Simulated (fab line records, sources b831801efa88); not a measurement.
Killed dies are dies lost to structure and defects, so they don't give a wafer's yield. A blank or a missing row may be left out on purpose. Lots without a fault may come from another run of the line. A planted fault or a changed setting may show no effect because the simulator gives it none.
Which tool did it? | flow gf180mcu | 7 lots, 21 wafers sampled, at 1 step of a route of 602

WHAT THE GAUGES READ, wafer by wafer
GF_VT_IMPLANT_OVL_MEAS_07.
lot  | measured     | on         | VT_IMPLANT_OVL (nm)
L410 | day 6 10:17  | overlay-01 | -0.2 -1.5 -1.3
L412 | day 6 20:34  | overlay-02 | 0.6 -2.0 -2.0
L415 | day 7 18:18  | overlay-01 | 1.2 0.0 0.4
L418 | day 8 13:52  | overlay-01 | 0.3 -2.7 1.1
L425 | day 10 06:31 | overlay-02 | 0.4 1.1 0.1
L428 | day 11 00:20 | overlay-01 | -0.3 1.5 -0.3
L430 | day 11 15:37 | overlay-02 | 0.2 0.2 -0.9

WHICH TOOL RAN EACH LOT (tool, then ch and the chambers of the sampled wafers, then the start)
The record holds no process step before these readings.

THE ANSWER, worked out from the rows above alone
Rule: what is usual is taken from the lots themselves. Put in order of their means at a reading, lots are off if they are a third of the lots or fewer, leave a main group of 4 or more, and stand apart from it by a gap of 3 or more times the standard deviation of the main group's means; of several such gaps the widest counts. A main group whose means are all the same, to the digits that the tables above print for the reading, isn't used. A lot without any number at a reading at which 4 lots or more have one is off too. The other lots that the step has rows for count as sound.
No lot is off at any reading shown: from this, nothing can be told.

WHAT THE SIMULATOR HAD PUT IN
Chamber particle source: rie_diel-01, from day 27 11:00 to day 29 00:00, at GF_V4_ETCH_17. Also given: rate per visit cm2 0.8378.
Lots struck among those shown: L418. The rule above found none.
